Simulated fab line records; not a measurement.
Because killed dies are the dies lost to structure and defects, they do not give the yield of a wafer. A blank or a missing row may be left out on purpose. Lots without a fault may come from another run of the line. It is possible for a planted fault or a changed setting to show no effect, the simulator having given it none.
fab line records    flow sky130
record lots=11  wafers=33  last_day=50
route steps=708 shown VIA2@509 VIA3@587 PASSIVATION@684 PAD_OPEN@708
lots with no fault: from the same line, run without faults
start_h: the number of hours between the record's first day and the start of the first shown wafer of the lot    wait_h: hours elapsed since this lot's preceding step    " identical to the entry in the row above    L1.1+2: one row covering several wafers at once    - no value present, or no start provided    * or withheld: withheld    < > ~ a bound
route shown NAME@n: NAME is a module with steps in the file, n the number in the route of the first one    usual: average and standard deviation across the fault-free wafers    same: alike in all rows    chamber/n: place in a boat    sites: readings site by site    _std_site: the values' standard deviation    _edge_site: the outer-site mean with the inner-site mean subtracted    radius_mm: how far each site lies from the wafer's centre    mask NAME#n: copy n    behind: the most recent tool/chamber to have shaped the wafer    hold: reason for holding the lot/hours on hold/outcome of the hold    device: transistor that didn't switch, given as n, p or np    end of line: tests of these same wafers at the route's end    a step given without rows: its recipe and nothing more    killed: dies lost to structure and defects at the first sort, not the wafer's yield    map: the dies of a wafer, with x for killed, . for not killed, _ for no die there
set.NAME: the setting as run; set.NAME@STEP: as run at that earlier step    model.NAME: the simulator's own value behind a step, which no gauge read
route steps across a sampled set of lots; one table per step, one row per wafer
services: when a tool's chamber went out of use (start_h, in hours from the record's first day, below 0 if earlier), for how many hours, and the reason
## steps
# step SKY_VIA2_CMP_02
# recipe material=SiO2  down_force_psi=4  platen_rpm=60  pad_velocity_m_s=0.94248
# usual motor_current_A=12.0/1.5  platen_rpm=60.00/0.041  slurry_filter_dp_kPa=13.51/0.15
lot.wafer  tool    chamber  start_h  wait_h  motor_current_A  platen_rpm  slurry_filter_dp_kPa
L189.1     cmp-02  2        815.43   0.1     13.6             60.01       13.48
L189.2     "       0        "        "       12.5             59.99       13.46
L189.5     "       2        "        "       13.2             60.02       13.53
L190.1     cmp-02  0        832.50   0.1     12.5             60.01       13.82
L190.3     "       1        "        "       11.4             60.01       13.44
L190.6     "       0        "        "       12.4             60.01       13.33
L195.4     cmp-01  2        865.42   0.1     11.5             60.07       13.47
L195.3     "       0        "        "       15.3             60.04       13.78
L195.5     "       1        "        "       12.8             59.97       13.41
L196.3     cmp-02  0        880.50   0.0     12.1             60.03       13.49
L196.2     "       3        "        "       9.8              60.04       13.39
L196.6     "       0        "        "       12.6             59.98       13.37
L197.2     cmp-02  1        886.81   0.1     10.9             60.00       13.41
L197.6     "       3        "        "       9.7              60.01       13.50
L197.5     "       0        "        "       12.7             59.99       13.40
L198.3     cmp-02  2        898.06   0.0     13.6             59.96       13.65
L198.4     "       1        "        "       11.1             60.03       13.51
L198.6     "       3        "        "       10.1             59.97       13.57
L199.3     cmp-02  1        898.97   0.0     11.7             60.00       13.77
L199.1     "       3        "        "       10.1             60.05       13.50
L199.5     "       1        "        "       11.0             60.03       13.35
L206.4     cmp-01  1        956.33   0.1     13.3             59.99       13.65
L206.3     "       3        "        "       9.5              59.99       13.61
L206.5     "       0        "        "       14.6             60.05       13.70
L207.4     cmp-01  0        958.69   0.1     14.7             59.97       13.38
L207.1     "       1        "        "       13.4             59.92       13.38
L207.6     "       2        "        "       11.6             60.12       13.67
L211.2     cmp-02  1        1001.03  0.1     11.9             60.06       13.29
L211.1     "       2        "        "       13.3             60.04       13.46
L211.6     "       0        "        "       12.7             59.98       13.68
L210.2     cmp-02  3        1005.18  0.1     10.1             59.99       13.47
L210.4     "       0        "        "       12.3             60.09       13.51
L210.6     "       3        "        "       9.5              59.96       13.44
# step SKY_VIA3_ETCH_14
# recipe chemistry=N2/H2  target=BARC  ion_energy_ev=200  source_w=500  bias_w=100  pressure_mtorr=30  n2_flow_sccm=100  h2_flow_sccm=200  stop_on=SiO2  time_s=45.9  target_depth_a=600
# usual drypump_motor_current_A=5.8/0.4  oes_product_au=0.854/0.0047  throttle_valve_pct=13.224/0.01
lot.wafer  tool         chamber  start_h  wait_h  drypump_motor_current_A  oes_product_au  rf_hours_counter_h  throttle_valve_pct
L189.1     rie_diel-03  3        923.72   0.0     5.4                      0.864           21                  13.218
L189.2     "            2        "        "       5.9                      0.847           2                   13.212
L189.5     "            2        "        "       5.9                      0.855           -                   13.234
L190.1     rie_diel-03  3        938.17   0.0     5.4                      0.854           21                  13.219
L190.3     "            1        "        "       6.0                      0.853           2                   13.217
L190.6     "            3        "        "       5.4                      0.853           -                   13.228
L195.3     rie_diel-02  0        969.31   0.0     6.0                      0.849           21                  13.232
L195.4     "            2        "        "       5.5                      0.846           18                  13.242
L195.5     "            1        "        "       5.6                      0.865           -                   13.221
L196.2     rie_diel-02  1        984.94   0.0     5.7                      0.866           23                  13.213
L196.3     "            2        "        "       5.6                      0.855           18                  13.201
L196.6     "            0        "        "       6.0                      0.853           -                   13.235
L197.2     rie_diel-01  3        989.67   0.0     4.7                      0.864           21                  13.244
L197.5     "            0        "        "       5.5                      0.853           -                   13.240
L197.6     "            3        "        "       4.7                      0.855           -                   13.231
L198.3     rie_diel-03  2        1000.72  0.0     5.9                      0.853           5                   13.240
L198.4     "            3        "        "       5.4                      0.855           -                   13.227
L198.6     "            2        "        "       5.9                      0.859           -                   13.237
L199.1     rie_diel-02  2        1001.79  0.0     5.6                      0.865           19                  13.222
L199.3     "            3        "        "       6.1                      0.860           10                  13.238
L199.5     "            0        "        "       6.0                      0.857           -                   13.232
L206.3     rie_diel-03  0        1053.51  0.0     6.3                      0.859           1                   13.220
L206.4     "            1        "        "       6.0                      0.856           5                   13.224
L206.5     "            1        "        "       6.0                      0.852           -                   13.235
L207.1     rie_diel-03  3        1055.39  0.0     5.4                      0.855           25                  13.223
L207.4     "            1        "        "       6.0                      0.863           5                   13.208
L207.6     "            0        "        "       6.2                      0.863           -                   13.223
L211.1     rie_diel-01  0        1093.02  0.0     5.5                      0.856           16                  13.221
L211.2     "            3        "        "       4.7                      0.856           25                  13.238
L211.6     "            3        "        "       4.7                      0.861           -                   13.221
L210.2     rie_diel-03  3        1098.07  0.0     5.4                      0.852           26                  13.233
L210.4     "            2        "        "       5.9                      0.855           8                   13.221
L210.6     "            1        "        "       5.9                      0.854           -                   13.222
# step SKY_PASSIVATION_THK_MEAS_03
# recipe reads=Si3N4_of_PASSIVATION_CVD_02
# usual PASSIVATION_CVD_02_THK=541/8.4
lot.wafer  tool           chamber  start_h  wait_h  PASSIVATION_CVD_02_THK[nm]
L189.1     film_metro-02  -        1026.01  -       528
L189.2     "              -        "        "       538
L189.5     "              -        "        "       544
L190.1     film_metro-01  -        1038.46  -       530
L190.3     "              -        "        "       533
L190.6     "              -        "        "       549
L195.3     film_metro-04  -        1066.11  -       534
L195.4     "              -        "        "       549
L195.5     "              -        "        "       540
L196.2     film_metro-02  -        1079.86  -       541
L196.3     "              -        "        "       525
L196.6     "              -        "        "       539
L197.2     film_metro-02  -        1084.46  -       539
L197.5     "              -        "        "       552
L197.6     "              -        "        "       546
L198.3     film_metro-04  -        1094.36  -       545
L198.4     "              -        "        "       556
L198.6     "              -        "        "       548
L199.1     film_metro-02  -        1095.75  -       531
L199.3     "              -        "        "       541
L199.5     "              -        "        "       546
L206.3     film_metro-01  -        1140.35  -       520
L206.4     "              -        "        "       532
L206.5     "              -        "        "       528
L207.1     film_metro-01  -        1142.45  -       544
L207.4     "              -        "        "       553
L207.6     "              -        "        "       546
L211.1     film_metro-01  -        1174.97  -       538
L211.2     "              -        "        "       534
L211.6     "              -        "        "       540
L210.2     film_metro-01  -        1178.46  -       545
L210.4     "              -        "        "       551
L210.6     "              -        "        "       544
# step SKY_PASSIVATION_ETCH_11
# recipe chemistry=CF4/O2  target_depth_nm=725  stop_on=AlCu  source_w=800  bias_w=150  pressure_mtorr=150  cf4_flow_sccm=80  O2_flow_sccm=10  time_s=161.1
# usual drypump_motor_current_A=5.9/0.47  oes_product_au=0.976/0.0085  throttle_valve_pct=5.964/0.0085
lot.wafer  tool         chamber  start_h  wait_h  drypump_motor_current_A  oes_product_au  rf_hours_counter_h  throttle_valve_pct
L189.1     rie_diel-04  1        1048.32  -       5.9                      0.968           15                  5.964
L189.2     "            2        "        "       6.4                      0.970           18                  5.961
L189.5     "            0        "        "       6.5                      0.973           -                   5.973
L190.1     rie_diel-01  0        1059.72  -       5.5                      0.962           15                  5.945
L190.3     "            2        "        "       6.2                      0.971           19                  5.966
L190.6     "            2        "        "       6.3                      0.986           -                   5.970
L195.3     rie_diel-04  2        1086.75  -       6.4                      0.978           19                  5.971
L195.4     "            0        "        "       6.5                      0.985           14                  5.978
L195.5     "            0        "        "       6.5                      0.987           -                   5.960
L196.2     rie_diel-01  3        1099.91  -       4.7                      0.975           25                  5.956
L196.3     "            1        "        "       6.0                      0.967           14                  5.969
L196.6     "            0        "        "       5.5                      0.984           -                   5.941
L197.2     rie_diel-03  1        1104.47  -       6.0                      0.973           7                   5.961
L197.5     "            3        "        "       5.4                      0.994           -                   5.953
L197.6     "            0        "        "       6.2                      0.972           -                   5.957
L198.3     rie_diel-01  0        1114.40  -       5.5                      0.981           17                  5.966
L198.4     "            1        "        "       6.0                      0.996           15                  5.969
L198.6     "            2        "        "       6.2                      0.979           -                   5.954
L199.1     rie_diel-03  2        1115.40  -       5.9                      0.978           8                   5.959
L199.3     "            0        "        "       6.1                      0.969           4                   5.976
L199.5     "            1        "        "       6.0                      0.980           -                   5.959
L206.3     rie_diel-04  0        1158.30  -       6.5                      0.962           17                  5.974
L206.4     "            3        "        "       6.3                      0.959           13                  5.965
L206.5     "            0        "        "       6.5                      0.982           -                   5.971
L207.1     rie_diel-03  0        1161.87  -       6.2                      0.976           6                   5.970
L207.4     "            2        "        "       5.9                      0.972           10                  5.964
L207.6     "            3        "        "       5.4                      0.980           -                   5.971
L211.1     rie_diel-04  1        1190.20  -       5.9                      0.971           19                  5.954
L211.2     "            2        "        "       6.4                      0.971           22                  5.970
L211.6     "            0        "        "       6.5                      0.978           -                   5.958
L210.2     rie_diel-03  3        1194.60  -       5.4                      0.977           2                   5.970
L210.4     "            2        "        "       5.9                      0.972           12                  5.966
L210.6     "            1        "        "       6.0                      0.968           -                   5.970
# step SKY_PAD_OPEN_PROBE_99
# usual defect_limited_yield=82.8/2.1  killed_at_M0_to_M3=42/6.6  killed_at_M4_up=3.1/1.9  killed_at_contacts=24/5.6  killed_at_front_end=15/4.8  killed_at_other=0.3/0.48  killed_dies=84/10  killed_on_rim=16/3.9  killed_open=47/6.8  killed_short=37/6.8  sort_bin_3_pad_short=0.9/0.48  sort_bin_5_function=10.1/1.4  sort_bin_6_memory=6.2/1.2  sort_n_pass=408/10  sort_yield_pct=82.8/2.1
# same gross_dies=492  killed_at_back_side=0  sort_bin_4_leakage[%]=0  sort_bin_8_speed[%]=0
lot.wafer  tool       chamber  start_h  wait_h  hold                      defect_limited_yield[%]  killed_at_M0_to_M3  killed_at_M4_up  killed_at_contacts  killed_at_front_end  killed_at_other  killed_dies  killed_on_rim  killed_open  killed_short  sort_bin_3_pad_short[%]  sort_bin_5_function[%]  sort_bin_6_memory[%]  sort_n_pass  sort_yield_pct[%]
L189.1     prober-01  -        1071.87  0.1     -                         80.5                     43                  4                30                  18                   1                96           22             58           37            0.8                      12.2                    6.5                   396          80.5
L189.2     prober-01  -        1071.92  0.1     -                         88.2                     26                  2                21                  9                    0                58           15             38           20            0.6                      6.5                     4.7                   434          88.2
L189.5     prober-01  -        1072.07  0.2     -                         79.7                     45                  6                25                  23                   1                100          16             60           40            1.0                      11.8                    7.5                   392          79.7
L190.1     prober-02  -        1083.00  0.1     -                         83.3                     37                  5                27                  11                   2                82           14             46           36            0.8                      8.9                     6.9                   410          83.3
L190.3     prober-02  -        1083.10  0.2     -                         82.5                     45                  4                25                  12                   0                86           15             46           40            0.6                      10.4                    6.5                   406          82.5
L190.6     prober-02  -        1083.25  0.2     -                         81.7                     48                  3                21                  18                   0                90           18             52           38            1.0                      11.4                    5.9                   402          81.7
L195.3     prober-01  -        1109.58  0.2     -                         78.3                     53                  1                33                  20                   0                107          14             68           39            0.6                      13.4                    7.7                   385          78.3
L195.4     prober-01  -        1109.63  0.2     -                         77.8                     43                  9                35                  21                   1                109          22             60           49            1.6                      12.6                    7.9                   383          77.8
L195.5     prober-01  -        1109.68  0.2     -                         79.5                     54                  1                23                  22                   1                101          18             57           44            1.2                      10.8                    8.5                   391          79.5
L196.2     prober-02  -        1122.48  0.1     -                         82.5                     40                  4                27                  15                   0                86           23             49           37            1.0                      10.8                    5.7                   406          82.5
L196.3     prober-02  -        1122.53  0.2     -                         83.7                     33                  10               17                  20                   0                80           12             41           39            1.4                      9.6                     5.3                   412          83.7
L196.6     prober-02  -        1122.68  0.2     -                         85.0                     47                  3                20                  4                    0                74           7              38           36            1.8                      8.1                     5.1                   418          85.0
L197.2     prober-01  -        1126.58  0.1     -                         81.7                     44                  7                26                  12                   1                90           17             46           44            1.4                      11.0                    5.9                   402          81.7
L197.5     prober-01  -        1126.73  0.2     -                         85.0                     29                  4                31                  10                   0                74           14             43           31            1.4                      7.7                     5.9                   418          85.0
L197.6     prober-01  -        1126.78  0.2     -                         83.7                     35                  6                24                  15                   0                80           9              46           34            0.8                      10.0                    5.5                   412          83.7
L198.3     prober-02  -        1136.61  0.2     -                         84.8                     41                  2                19                  13                   0                75           19             47           28            1.0                      7.9                     6.3                   417          84.8
L198.4     prober-02  -        1136.66  0.2     -                         83.3                     35                  2                28                  17                   0                82           17             40           42            1.0                      8.5                     7.1                   410          83.3
L198.6     prober-02  -        1136.76  0.2     -                         81.5                     44                  5                22                  20                   0                91           18             50           41            1.0                      11.6                    5.9                   401          81.5
L199.1     prober-01  -        1137.80  0.1     -                         83.3                     49                  3                20                  10                   0                82           17             52           30            0.2                      8.1                     8.3                   410          83.3
L199.3     prober-01  -        1137.90  0.2     -                         83.1                     37                  3                31                  12                   0                83           13             43           40            1.4                      7.7                     7.7                   409          83.1
L199.5     prober-01  -        1138.00  0.2     -                         85.2                     31                  8                19                  15                   0                73           19             44           29            0.4                      10.0                    4.5                   419          85.2
L206.3     prober-02  -        1177.32  0.2     await_dispo/2.3h/release  78.7                     50                  2                35                  18                   0                105          23             58           47            1.2                      11.0                    9.1                   387          78.7
L206.4     prober-02  -        1177.37  0.2     await_dispo/2.3h/release  26.6                     337                 2                11                  11                   0                361          73             29           25            7.7                      48.6                    17.1                  131          26.6
L206.5     prober-02  -        1177.42  0.2     await_dispo/2.3h/release  82.1                     41                  6                25                  16                   0                88           20             50           38            0.8                      10.0                    7.1                   404          82.1
L207.1     prober-01  -        1180.73  0.1     await_dispo/7.0h/release  25.6                     329                 3                21                  13                   0                366          68             35           26            5.7                      50.2                    18.5                  126          25.6
L207.4     prober-01  -        1180.88  0.2     await_dispo/7.0h/release  83.3                     44                  2                27                  9                    0                82           9              41           41            1.4                      10.8                    4.5                   410          83.3
L207.6     prober-01  -        1180.98  0.2     await_dispo/7.0h/release  82.9                     47                  1                21                  15                   0                84           10             51           33            1.0                      9.6                     6.5                   408          82.9
L211.1     prober-01  -        1205.10  0.1     -                         78.7                     54                  4                25                  21                   1                105          26             47           58            1.0                      13.0                    7.3                   387          78.7
L211.2     prober-01  -        1205.15  0.1     -                         78.3                     58                  3                35                  11                   0                107          25             59           47            2.0                      11.6                    8.1                   385          78.3
L211.6     prober-01  -        1205.35  0.2     -                         83.3                     39                  5                23                  15                   0                82           13             48           34            0.2                      10.4                    6.1                   410          83.3
L210.2     prober-01  -        1209.35  0.1     -                         81.7                     46                  4                34                  6                    0                90           21             54           36            0.6                      11.4                    6.3                   402          81.7
L210.4     prober-01  -        1209.45  0.2     -                         84.8                     47                  3                8                   17                   0                75           19             39           36            1.2                      8.9                     5.1                   417          84.8
L210.6     prober-01  -        1209.55  0.2     -                         84.3                     38                  3                20                  16                   0                77           16             41           36            1.8                      7.1                     6.7                   415          84.3
# killed by level:class
L189.1 CONTACT:geometric_particle:open=11 POLY_GATE:geometric_particle:open=9 LOCAL_INTERCONNECT:geometric_particle:short=9 VIA1:geometric_particle:open=9 VIA2:geometric_particle:open=8 METAL2:geometric_particle:short=7 LI_CONTACT:geometric_particle:open=7 METAL1:geometric_particle:short=4
L189.2 CONTACT:geometric_particle:open=11 VIA1:geometric_particle:open=6 VIA2:geometric_particle:open=5 VIA3:geometric_particle:open=5 LI_CONTACT:geometric_particle:open=4 LOCAL_INTERCONNECT:geometric_particle:short=4 POLY_GATE:geometric_particle:open=3 METAL2:geometric_particle:short=3
L189.5 VIA1:geometric_particle:open=12 CONTACT:geometric_particle:open=10 VIA2:geometric_particle:open=10 POLY_GATE:geometric_particle:open=8 FIELD_ISO:geometric_particle:short=6 LI_CONTACT:geometric_particle:open=6 VIA2:geometric_particle:short=5 POLY_GATE:geometric_particle:short=4
L190.1 CONTACT:geometric_particle:open=13 VIA1:geometric_particle:open=7 VIA2:geometric_particle:open=6 LI_CONTACT:geometric_particle:open=5 LOCAL_INTERCONNECT:geometric_particle:short=5 METAL1:geometric_particle:short=5 VIA1:geometric_particle:short=5 VIA3:geometric_particle:open=5
L190.3 CONTACT:geometric_particle:open=9 VIA1:geometric_particle:open=9 LI_CONTACT:geometric_particle:open=6 VIA3:geometric_particle:open=6 VIA1:geometric_particle:short=5 METAL2:geometric_particle:short=5 VIA2:geometric_particle:open=5 METAL3:geometric_particle:short=5
L190.6 VIA1:geometric_particle:open=11 CONTACT:geometric_particle:open=9 VIA2:geometric_particle:open=8 FIELD_ISO:geometric_particle:short=6 METAL1:geometric_particle:short=6 FIELD_ISO:geometric_particle:open=5 LI_CONTACT:geometric_particle:open=5 LOCAL_INTERCONNECT:geometric_particle:short=4
L195.3 VIA3:geometric_particle:open=13 VIA2:geometric_particle:open=12 LI_CONTACT:geometric_particle:open=11 CONTACT:geometric_particle:open=10 VIA1:geometric_particle:open=8 FIELD_ISO:geometric_particle:open=5 CONTACT:geometric_particle:short=5 VIA1:geometric_particle:short=5
L195.4 CONTACT:geometric_particle:open=13 VIA1:geometric_particle:open=12 LI_CONTACT:geometric_particle:open=9 LOCAL_INTERCONNECT:geometric_particle:short=7 VIA2:geometric_particle:open=7 FIELD_ISO:geometric_particle:short=6 VIA1:geometric_particle:short=5 METAL4:geometric_particle:short=5
L195.5 VIA1:geometric_particle:open=14 VIA2:geometric_particle:open=9 VIA1:geometric_particle:short=8 METAL2:geometric_particle:short=8 POLY_GATE:geometric_particle:open=7 LI_CONTACT:geometric_particle:open=7 LOCAL_INTERCONNECT:geometric_particle:short=7 CONTACT:geometric_particle:open=6
L196.2 VIA1:geometric_particle:open=11 CONTACT:geometric_particle:short=8 VIA3:geometric_particle:open=8 LI_CONTACT:geometric_particle:open=6 CONTACT:geometric_particle:open=5 METAL2:geometric_particle:short=5 FIELD_ISO:geometric_particle:short=4 POLY_GATE:geometric_particle:open=4
L196.3 VIA1:geometric_particle:open=10 LI_CONTACT:geometric_particle:open=9 METAL4:geometric_particle:short=6 FIELD_ISO:geometric_particle:short=4 POLY_GATE:geometric_particle:short=4 POLY_GATE:geometric_particle:open=4 CONTACT:geometric_particle:open=4 VIA2:geometric_particle:open=4
L196.6 METAL1:geometric_particle:short=14 VIA1:geometric_particle:open=10 CONTACT:geometric_particle:open=9 VIA2:geometric_particle:open=8 LOCAL_INTERCONNECT:geometric_particle:short=4 VIA1:geometric_particle:short=4 METAL2:geometric_particle:short=4 VIA3:geometric_particle:open=4
L197.2 VIA1:geometric_particle:open=10 VIA2:geometric_particle:open=9 CONTACT:geometric_particle:open=7 VIA3:geometric_particle:open=7 LI_CONTACT:geometric_particle:open=6 LOCAL_INTERCONNECT:geometric_particle:short=6 CONTACT:geometric_particle:short=5 METAL1:geometric_particle:short=5
L197.5 CONTACT:geometric_particle:open=12 VIA1:geometric_particle:open=11 FIELD_ISO:geometric_particle:open=6 LI_CONTACT:geometric_particle:open=5 LOCAL_INTERCONNECT:geometric_particle:short=5 CONTACT:geometric_particle:short=5 VIA1:geometric_particle:short=5 METAL2:geometric_particle:short=4
L197.6 LI_CONTACT:geometric_particle:open=10 CONTACT:geometric_particle:open=9 VIA1:geometric_particle:open=7 POLY_GATE:geometric_particle:short=6 VIA2:geometric_particle:open=5 METAL4:geometric_particle:short=5 POLY_GATE:geometric_particle:open=4 METAL2:geometric_particle:open=4
L198.3 VIA1:geometric_particle:open=10 VIA2:geometric_particle:open=10 CONTACT:geometric_particle:open=8 METAL2:geometric_particle:short=6 FIELD_ISO:geometric_particle:open=4 LI_CONTACT:geometric_particle:open=4 CONTACT:geometric_particle:short=4 VIA3:geometric_particle:open=4
L198.4 CONTACT:geometric_particle:open=10 CONTACT:geometric_particle:short=8 VIA3:geometric_particle:open=7 FIELD_ISO:geometric_particle:open=6 METAL2:geometric_particle:short=6 FIELD_ISO:geometric_particle:short=5 LI_CONTACT:geometric_particle:open=5 VIA1:geometric_particle:short=5
L198.6 VIA1:geometric_particle:open=9 CONTACT:geometric_particle:open=8 VIA3:geometric_particle:open=8 FIELD_ISO:geometric_particle:open=7 METAL2:geometric_particle:short=7 METAL1:geometric_particle:short=6 FIELD_ISO:geometric_particle:short=5 LI_CONTACT:geometric_particle:open=4
L199.1 VIA1:geometric_particle:open=12 VIA3:geometric_particle:open=10 CONTACT:geometric_particle:open=9 METAL2:geometric_particle:short=8 LI_CONTACT:geometric_particle:open=5 CONTACT:geometric_particle:short=5 VIA2:geometric_particle:open=5 FIELD_ISO:geometric_particle:open=3
L199.3 CONTACT:geometric_particle:open=12 METAL1:geometric_particle:short=8 CONTACT:geometric_particle:short=8 VIA1:geometric_particle:open=7 LI_CONTACT:geometric_particle:open=5 VIA1:geometric_particle:short=4 VIA2:geometric_particle:open=4 VIA3:geometric_particle:open=4
L199.5 CONTACT:geometric_particle:open=8 VIA1:geometric_particle:open=8 LI_CONTACT:geometric_particle:open=7 METAL1:geometric_particle:short=6 VIA3:geometric_particle:open=6 FIELD_ISO:geometric_particle:short=5 METAL4:geometric_particle:short=5 FIELD_ISO:geometric_particle:open=4
L206.3 VIA1:geometric_particle:open=15 CONTACT:geometric_particle:open=13 CONTACT:geometric_particle:short=8 LI_CONTACT:geometric_particle:open=7 FIELD_ISO:geometric_particle:open=6 VIA2:geometric_particle:open=6 FIELD_ISO:geometric_particle:short=5 METAL1:geometric_particle:short=5
L206.4 VIA2:unspecified=307 VIA1:geometric_particle:open=9 POLY_GATE:geometric_particle:short=5 METAL2:geometric_particle:short=5 VIA2:geometric_particle:open=4 CONTACT:geometric_particle:open=4 VIA3:geometric_particle:open=4 FIELD_ISO:geometric_particle:open=3
L206.5 CONTACT:geometric_particle:open=12 VIA1:geometric_particle:open=8 VIA2:geometric_particle:open=7 LI_CONTACT:geometric_particle:open=6 CONTACT:geometric_particle:short=5 METAL2:geometric_particle:short=5 FIELD_ISO:geometric_particle:short=4 POLY_GATE:geometric_particle:short=4
L207.1 VIA2:unspecified=305 VIA1:geometric_particle:open=7 CONTACT:geometric_particle:open=5 LI_CONTACT:geometric_particle:short=5 FIELD_ISO:geometric_particle:open=4 LOCAL_INTERCONNECT:geometric_particle:short=4 CONTACT:geometric_particle:short=4 VIA2:geometric_particle:open=4
L207.4 VIA3:geometric_particle:open=10 LOCAL_INTERCONNECT:geometric_particle:short=9 VIA1:geometric_particle:short=8 CONTACT:geometric_particle:open=7 VIA1:geometric_particle:open=7 VIA2:geometric_particle:open=6 CONTACT:geometric_particle:short=5 LI_CONTACT:geometric_particle:open=4
L207.6 VIA1:geometric_particle:open=13 LI_CONTACT:geometric_particle:open=11 VIA2:geometric_particle:open=10 METAL1:geometric_particle:short=6 FIELD_ISO:geometric_particle:short=5 LOCAL_INTERCONNECT:geometric_particle:short=4 VIA3:geometric_particle:open=4 POLY_CUT:geometric_particle:open=3
L211.1 VIA1:geometric_particle:open=13 METAL2:geometric_particle:short=9 CONTACT:geometric_particle:short=7 FIELD_ISO:geometric_particle:short=6 VIA3:geometric_particle:short=6 VIA1:geometric_particle:short=6 VIA3:geometric_particle:open=6 VIA2:geometric_particle:open=5
L211.2 VIA1:geometric_particle:open=15 CONTACT:geometric_particle:open=12 VIA3:geometric_particle:open=10 METAL2:geometric_particle:short=9 LI_CONTACT:geometric_particle:open=7 CONTACT:geometric_particle:short=7 VIA2:geometric_particle:open=7 LOCAL_INTERCONNECT:geometric_particle:short=5
L211.6 VIA1:geometric_particle:open=10 VIA3:geometric_particle:open=8 CONTACT:geometric_particle:open=7 LI_CONTACT:geometric_particle:open=6 POLY_GATE:geometric_particle:short=5 VIA1:geometric_particle:short=4 CONTACT:geometric_particle:short=4 VIA2:geometric_particle:short=4
L210.2 CONTACT:geometric_particle:open=14 VIA1:geometric_particle:open=14 LI_CONTACT:geometric_particle:open=6 METAL2:geometric_particle:short=6 VIA2:geometric_particle:open=5 LOCAL_INTERCONNECT:geometric_particle:short=5 VIA3:geometric_particle:open=5 CONTACT:geometric_particle:short=5
L210.4 VIA1:geometric_particle:open=8 VIA1:geometric_particle:short=8 VIA2:geometric_particle:open=7 POLY_GATE:geometric_particle:short=5 LI_CONTACT:geometric_particle:open=5 FIELD_ISO:geometric_particle:open=4 VIA3:geometric_particle:open=4 VIA3:geometric_particle:short=4
L210.6 LI_CONTACT:geometric_particle:open=9 POLY_GATE:geometric_particle:short=6 CONTACT:geometric_particle:open=6 METAL1:geometric_particle:short=6 VIA3:geometric_particle:open=6 FIELD_ISO:geometric_particle:open=5 VIA1:geometric_particle:open=5 METAL1:geometric_particle:open=4
## services
tool         chamber  start_h  hours  kind
cmp-01       -        792.47   1.1    repair
rie_diel-01  1        797.37   5.7    repair
rie_diel-03  -        818.86   1.9    repair
cmp-01       -        820.59   1.5    repair
rie_diel-03  2        843.82   6.0    repair
cmp-02       -        855.13   5.5    pm
rie_diel-04  -        879.72   1.5    repair
rie_diel-03  2        952.07   2.4    repair
cmp-02       -        1002.93  1.0    repair
rie_diel-01  3        1003.96  5.2    repair
rie_diel-03  -        1011.34  2.8    pm
rie_diel-01  -        1023.78  0.5    repair
rie_diel-01  -        1027.65  2.8    pm
rie_diel-03  3        1042.91  7.6    repair
rie_diel-04  0        1049.16  8.0    repair
rie_diel-03  2        1073.28  1.7    repair
rie_diel-03  3        1074.82  2.4    repair
cmp-02       -        1089.54  4.0    pm
rie_diel-03  3        1115.40  23.0   repair
rie_diel-03  2        1121.10  2.8    repair
rie_diel-04  -        1161.43  0.3    repair
rie_diel-04  2        1162.09  3.8    repair
rie_diel-01  1        1162.35  25.6   repair
cmp-02       -        1173.28  20.8   repair
## key
first_sign step=SKY_PAD_OPEN_PROBE_99  reading=killed_at_M0_to_M3  direction=up  sigmas=44  usual=42  struck=333
effect step=SKY_PAD_OPEN_PROBE_99  reading=sort_bin_5_function  direction=up  sigmas=27  usual=10.1  struck=49.4
met_at SKY_VIA2_CMP_02
struck_lots L206,L207
struck_wafers L206.4,L207.1
not_acting_at SKY_VIA3_ETCH_14,SKY_PASSIVATION_THK_MEAS_03,SKY_PASSIVATION_ETCH_11
onset_between 865.42 956.33
fault kind=chamber_particle_source  tool=cmp-01  chamber=1  onset_h=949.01  steps=SKY_VIA2_CMP_02  rate_per_visit_cm2=2.2099  end_h=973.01
